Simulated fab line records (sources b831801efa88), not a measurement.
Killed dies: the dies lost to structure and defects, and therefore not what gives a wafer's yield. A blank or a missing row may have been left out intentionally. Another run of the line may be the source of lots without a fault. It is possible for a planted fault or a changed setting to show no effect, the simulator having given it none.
Which tool is to blame?    flow sfq_line    14 lots with 41 wafers sampled at 2 steps, on a route of 325 steps

## WHAT THE GAUGES READ, wafer by wafer
SFQ_I4_BOW_MEAS_927. Usual: for I4_BOW the level is 2 um and the standard deviation is 8.1.
lot   measured      on             I4_BOW (um)  flag
L939  day 45 19:31  film_metro-02  -10 -9 -15   
L941  day 46 06:28  film_metro-01  3 -2 -7      
L943  day 46 13:42  film_metro-01  -3 -6 -11    
L944  day 46 21:25  film_metro-02  -3 2         
L945  day 47 01:43  film_metro-01  2 6 9        
L952  day 50 01:34  film_metro-04  3 -10 4      
L953  day 50 04:08  film_metro-01  9 7 8        
L954  day 50 13:59  film_metro-04  -16 -20 -19  
L955  day 50 18:11  film_metro-04  2 7 6        
L956  day 51 05:47  film_metro-01  13 9 2       
L957  day 51 11:47  film_metro-02  7 5 4        
L958  day 51 14:58  film_metro-04  -9 -5 -6     
L960  day 52 01:26  film_metro-01  -2 -3 3      
L961  day 53 00:29  film_metro-04  7 14 2       

SFQ_I5_OVL_MEAS_936. Usual: for I5_OVL the level is 4 nm and the standard deviation is 5.2.
lot   measured      on          I5_OVL (nm)  flag
L939  day 62 07:56  overlay-01  6 6 4        
L941  day 62 13:56  overlay-02  10 8 12      
L943  day 62 21:08  overlay-02  2 5 4        
L944  day 63 08:04  overlay-02  11 7         
L945  day 63 16:35  overlay-01  8 9 10       
L952  day 66 14:07  overlay-01  0 0 -3       
L953  day 66 17:47  overlay-01  -8 -5 -5     
L954  day 66 23:31  overlay-02  5 1 8        
L955  day 67 03:43  overlay-02  -4 -1 4      
L956  day 67 08:31  overlay-02  7 9 4        
L957  day 67 16:26  overlay-02  8 9 10       
L958  day 68 08:07  overlay-01  3 -1 3       
L960  day 69 00:01  overlay-02  10 6 9       
L961  day 69 02:25  overlay-02  -1 1 3       

## EACH LOT AND THE TOOL THAT RAN IT (in order: tool; ch and the chambers of the sampled wafers; start)
Before these readings, the record contains no process step.

## WHAT THE TOOLS THEMSELVES READ (means of the sampled wafers that have a number; where no wafer has one, the mark that the record gives instead)
The record holds no such reading with a usual standard deviation.

## THE ANSWER, worked out from the rows above alone
Rule: lot off if the mean of its wafers having a number is beyond 3 standard deviations from the usual mean. A lot without any number at a reading at which 4 lots or more have one is off too. All remaining lots with rows at the step are treated as sound. First the gauges in route order, then the tools' own readings, where a lot's mean is used as printed above. At the first step where some lot is off, the reading lying furthest off is the one used; lots without a number count as furthest.
No lot is off on any of the readings shown, so nothing can be concluded from this.

## WHAT THE SIMULATOR HAD PUT IN
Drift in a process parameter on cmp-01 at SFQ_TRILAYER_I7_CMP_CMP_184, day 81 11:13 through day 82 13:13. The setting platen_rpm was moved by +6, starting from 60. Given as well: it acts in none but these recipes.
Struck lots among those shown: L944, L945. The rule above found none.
